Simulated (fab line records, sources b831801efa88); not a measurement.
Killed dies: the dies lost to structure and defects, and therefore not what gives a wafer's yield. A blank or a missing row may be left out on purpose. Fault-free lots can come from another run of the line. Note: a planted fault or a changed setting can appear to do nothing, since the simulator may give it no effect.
What tool caused it? | flow sky130 | Sampling: 12 lots, 36 wafers, 5 of 708 route steps

## WHAT THE GAUGES SHOWED, per wafer
SKY_SD_N_RS_MEAS_16: measures by four-point-probe. Usual: SD_N_RS gives 68.61 ohm/sq (standard deviation 0.12).
lot  | measured     | on            | SD_N_RS (ohm/sq)  | flag
L281 | day 27 15:30 | film-metro-01 | 68.53 68.48 68.82 |
L282 | day 28 11:35 | film-metro-02 | 68.55 68.66 68.57 |
L287 | day 29 22:44 | film-metro-04 | 68.59 68.64 68.80 |
L288 | day 30 14:42 | film-metro-02 | 68.61 68.56 68.61 |
L293 | day 31 21:07 | film-metro-04 | 68.61 68.61 68.38 |
L294 | day 32 10:41 | film-metro-02 | 68.61 68.77 68.59 |
L298 | day 34 02:16 | film-metro-04 | 68.70 68.80 68.59 |
L299 | day 34 02:18 | film-metro-02 | 68.62 68.59 68.83 |
L300 | day 34 05:07 | film-metro-01 | 68.30 68.68 68.60 |
L301 | day 35 10:14 | film-metro-02 | 68.60 68.43 68.52 |
L303 | day 36 02:12 | film-metro-02 | 68.75 68.73 68.72 |
L302 | day 36 03:17 | film-metro-01 | 68.61 68.45 68.76 |

SKY_LOCAL_INTERCONNECT_OVL_MEAS_12. Usual: LOCAL_INTERCONNECT_OVL gives 3 nm (standard deviation 6.7).
lot  | measured     | on         | LOCAL_INTERCONNECT_OVL (nm) | flag
L281 | day 30 03:22 | overlay-01 | -1 1 0                      |
L282 | day 30 22:35 | overlay-01 | -4 -7 1                     |
L287 | day 32 08:31 | overlay-01 | 2 0 1                       |
L288 | day 32 23:59 | overlay-01 | 10 10                       |
L293 | day 34 05:38 | overlay-01 | 7 12 3                      |
L294 | day 34 18:39 | overlay-02 | -1 -2 2                     |
L298 | day 36 08:36 | overlay-02 | 16 15 7                     |
L299 | day 36 10:03 | overlay-01 | 6 -2 -6                     |
L300 | day 36 12:13 | overlay-02 | 6 -5 -4                     |
L301 | day 37 17:08 | overlay-02 | 9 14 10                     |
L303 | day 38 07:51 | overlay-02 | 7 13 9                      |
L302 | day 38 09:38 | overlay-02 | 2 8 7                       |

SKY_CONTACT_OVL_MEAS_15. Usual: CONTACT_OVL gives 1 nm (standard deviation 6.4).
lot  | measured     | on         | CONTACT_OVL (nm) | flag
L281 | day 31 08:32 | overlay-01 | -2 -4 0          |
L282 | day 32 02:47 | overlay-01 | 1 -1 -3          |
L287 | day 33 13:14 | overlay-01 | -15 0 -9         |
L288 | day 34 04:41 | overlay-02 | 0 -3             |
L293 | day 35 09:53 | overlay-02 | 12 16 18         |
L294 | day 35 22:53 | overlay-02 | -8 -8 -3         |
L298 | day 37 11:59 | overlay-01 | 3 3 4            |
L299 | day 37 12:53 | overlay-02 | 3 -1 1           |
L300 | day 37 14:59 | overlay-02 | 1 -3 4           |
L301 | day 38 20:23 | overlay-01 | 1 -1 -8          |
L303 | day 39 09:56 | overlay-02 | -2 -2 -3         |
L302 | day 39 13:23 | overlay-02 | -1 2 2           |

## EACH LOT AND THE TOOL THAT RAN IT (in order: tool; ch and the chambers of the sampled wafers; start)
lot  | SKY_LI_CONTACT_ETCH_15             | SKY_LI_CONTACT_STRIP_16
L281 | rie-diel-01 ch 0,1,3, day 28 22:04 | plasma-asher-03 ch 0,1, day 28 22:09
L282 | rie-diel-04 ch 0,2, day 29 16:49   | plasma-asher-02 ch 0,1, day 29 16:54
L287 | rie-diel-03 ch 1,2,3, day 31 03:42 | plasma-asher-04 ch 0,1, day 31 03:49
L288 | rie-diel-01 ch 0,2, day 31 19:40   | plasma-asher-03 ch 0, day 31 19:45
L293 | rie-diel-04 ch 0,3, day 33 00:51   | plasma-asher-04 ch 0,1, day 33 00:56
L294 | rie-diel-04 ch 0,2,3, day 33 14:21 | plasma-asher-02 ch 0,1, day 33 14:26
L298 | rie-diel-01 ch 1,2, day 35 05:41   | plasma-asher-04 ch 0,1, day 35 05:48
L299 | rie-diel-01 ch 1,2,3, day 35 06:37 | plasma-asher-03 ch 0,1, day 35 06:42
L300 | rie-diel-03 ch 1,3, day 35 09:17   | plasma-asher-02 ch 0,1, day 35 09:22
L301 | rie-diel-03 ch 1,3, day 36 13:31   | plasma-asher-03 ch 0,1, day 36 13:36
L303 | rie-diel-01 ch 0,1,2, day 37 04:41 | plasma-asher-02 ch 0,1, day 37 04:46
L302 | rie-diel-01 ch 2,3, day 37 06:21   | plasma-asher-04 ch 0, day 37 06:26
- SKY_LI_CONTACT_ETCH_15: etches PSG in C4F8/O2/Ar, stops on Si, target depth 600 nm.
- SKY_LI_CONTACT_STRIP_16: strips in O2/N2.

## AS READ BY THE TOOLS THEMSELVES (means over the sampled wafers that have a number; for cases with no such wafer, the mark the record gives instead)
SKY_LI_CONTACT_ETCH_15. Usual: oes-product-au reads 0.837 a.u. (standard deviation 0.0043).
lot  | tool        | oes-product-au (a.u.) | flag
L281 | rie-diel-01 | 0.835                 |
L282 | rie-diel-04 | 0.836                 |
L287 | rie-diel-03 | 0.841                 |
L288 | rie-diel-01 | 0.828                 |
L293 | rie-diel-04 | 0.837                 |
L294 | rie-diel-04 | 0.837                 |
L298 | rie-diel-01 | 0.837                 |
L299 | rie-diel-01 | 0.831                 |
L300 | rie-diel-03 | 0.833                 |
L301 | rie-diel-03 | 0.835                 |
L303 | rie-diel-01 | 0.838                 |
L302 | rie-diel-01 | 0.837                 |

SKY_LI_CONTACT_STRIP_16. Usual: drypump-motor-current-A 5.80 A, standard deviation 0.26; oes-product-au 0.376 a.u., standard deviation 0.0046; strip-time-to-endpoint-s 3.50 s, standard deviation 0.038.
lot  | tool            | drypump-motor-current-A (A) | oes-product-au (a.u.) | strip-time-to-endpoint-s (s) | flag
L281 | plasma-asher-03 | 5.81                        | 0.379                 | 3.48                         |
L282 | plasma-asher-02 | 5.69                        | 0.372                 | 3.51                         |
L287 | plasma-asher-04 | 5.65                        | 0.376                 | 3.55                         |
L288 | plasma-asher-03 | 6.06                        | 0.385                 | 3.68                         | OFF
L293 | plasma-asher-04 | 5.66                        | 0.377                 | 3.54                         |
L294 | plasma-asher-02 | 5.91                        | 0.374                 | 3.54                         |
L298 | plasma-asher-04 | 5.68                        | 0.374                 | 3.45                         |
L299 | plasma-asher-03 | 5.80                        | 0.370                 | 3.44                         |
L300 | plasma-asher-02 | 5.91                        | 0.375                 | 3.52                         |
L301 | plasma-asher-03 | 5.83                        | 0.381                 | 3.51                         |
L303 | plasma-asher-02 | 5.92                        | 0.376                 | 3.49                         |
L302 | plasma-asher-04 | 5.50                        | 0.372                 | 3.49                         |

## THE ANSWER, worked out from the rows above alone
Rule: lot off if the mean of its wafers having a number is beyond 3 standard deviations from the usual mean. A lot without any number at a reading at which 4 lots or more have one is off too. Where the step has rows for the other lots, those lots are counted as sound. After the gauges, taken in route order, come the tools' own readings; for these a lot's mean is taken, as printed above. The first step at which some lot is off is used, and at that step the reading that is off furthest; a lot without a number counts as furthest.
Off at SKY_LI_CONTACT_STRIP_16 (strip-time-to-endpoint-s): L288.
If a tool, at that step or one of the process steps before it, ran each lot that is off and ran no sound lot following the first of them, it fits. Of those tried, none fits.

## WHAT THE SIMULATOR PUT IN
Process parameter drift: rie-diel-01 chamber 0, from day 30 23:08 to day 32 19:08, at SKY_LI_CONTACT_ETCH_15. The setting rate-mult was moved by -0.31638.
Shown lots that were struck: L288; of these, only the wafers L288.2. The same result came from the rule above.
